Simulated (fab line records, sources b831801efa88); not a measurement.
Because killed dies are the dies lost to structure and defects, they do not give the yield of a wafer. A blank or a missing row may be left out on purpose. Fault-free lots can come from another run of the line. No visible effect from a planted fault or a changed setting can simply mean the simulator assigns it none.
2 desks looking at one fault :: flow gf180mcu :: each desk has only its own numbers; what lay behind them comes last

## THE METROLOGY DESK
What the gauges read for every lot (on any tool): the sampled wafers with a number, averaged. A lot is out of limits, marked OUT, if its mean lies more than 4 standard deviations from the usual mean; the brackets give that distance.
Columns: A = V5_W_RS at GF_V5_RS_MEAS_24, usual 0.329 ohm/sq; B = V5_W_THK at GF_V5_THK_MEAS_25, usual 351 nm; C = TOP_METAL_ALCU_RS at GF_TOP_METAL_RS_MEAS_05, usual 0.0327 ohm/sq; D = TOP_METAL_ALCU_THK at GF_TOP_METAL_THK_MEAS_06, usual 905 nm; E = cd_nm at GF_TOP_METAL_CD_MEAS_14, usual 440.0 nm; F = TOP_METAL_OVL at GF_TOP_METAL_OVL_MEAS_15, usual 0.4 nm
lot: L510
first seen here: day 27 22:10
A: 0.330
B: 354
C: 0.0323
D: 920
E: 443.9
F: 0.2

lot: L516
first seen here: day 29 17:22
A: 0.328
B: 347
C: 0.0325
D: 911
E: 439.3
F: 2.1

lot: L520
first seen here: day 31 02:55
A: 0.333
B: 344
C: 0.0324
D: 919
E: 441.5
F: 2.9

lot: L521
first seen here: day 31 07:34
A: 0.333
B: 349
C: 0.0327
D: 897
E: 439.9
F: 0.1

lot: L528
first seen here: day 33 04:26
A: 0.330
B: 350
C: 0.0329
D: 908
E: 436.0
F: 0.3
This desk's verdict: no lot among the 5 shows anything out of limits.

## THE TOOL OWNER'S DESK: pvd_sputter-01
The tool's own readings at GF_TOP_METAL_SPUTTER_04 (material TiN, target thk 25 nm, time 20.8 s): means of the sampled wafers that have a number, for each lot that ran on this tool. A lot is out of limits, marked OUT, if its mean lies more than 4 standard deviations from the usual mean; the brackets give that distance.
Columns: A = throttle_valve_pct at GF_TOP_METAL_SPUTTER_04, usual 29.6 %
lot: L510
first seen here: day 27 22:50
A: 29.8

lot: L520
first seen here: day 31 03:33
A: 29.9
This desk's verdict: no lot among the 2 shows anything out of limits.

## ALL TOGETHER
From the metrology desk's view, nothing was out of limits.
Nothing out of limits was seen by the tool owner's desk.

## WHAT THE SIMULATOR PUT IN
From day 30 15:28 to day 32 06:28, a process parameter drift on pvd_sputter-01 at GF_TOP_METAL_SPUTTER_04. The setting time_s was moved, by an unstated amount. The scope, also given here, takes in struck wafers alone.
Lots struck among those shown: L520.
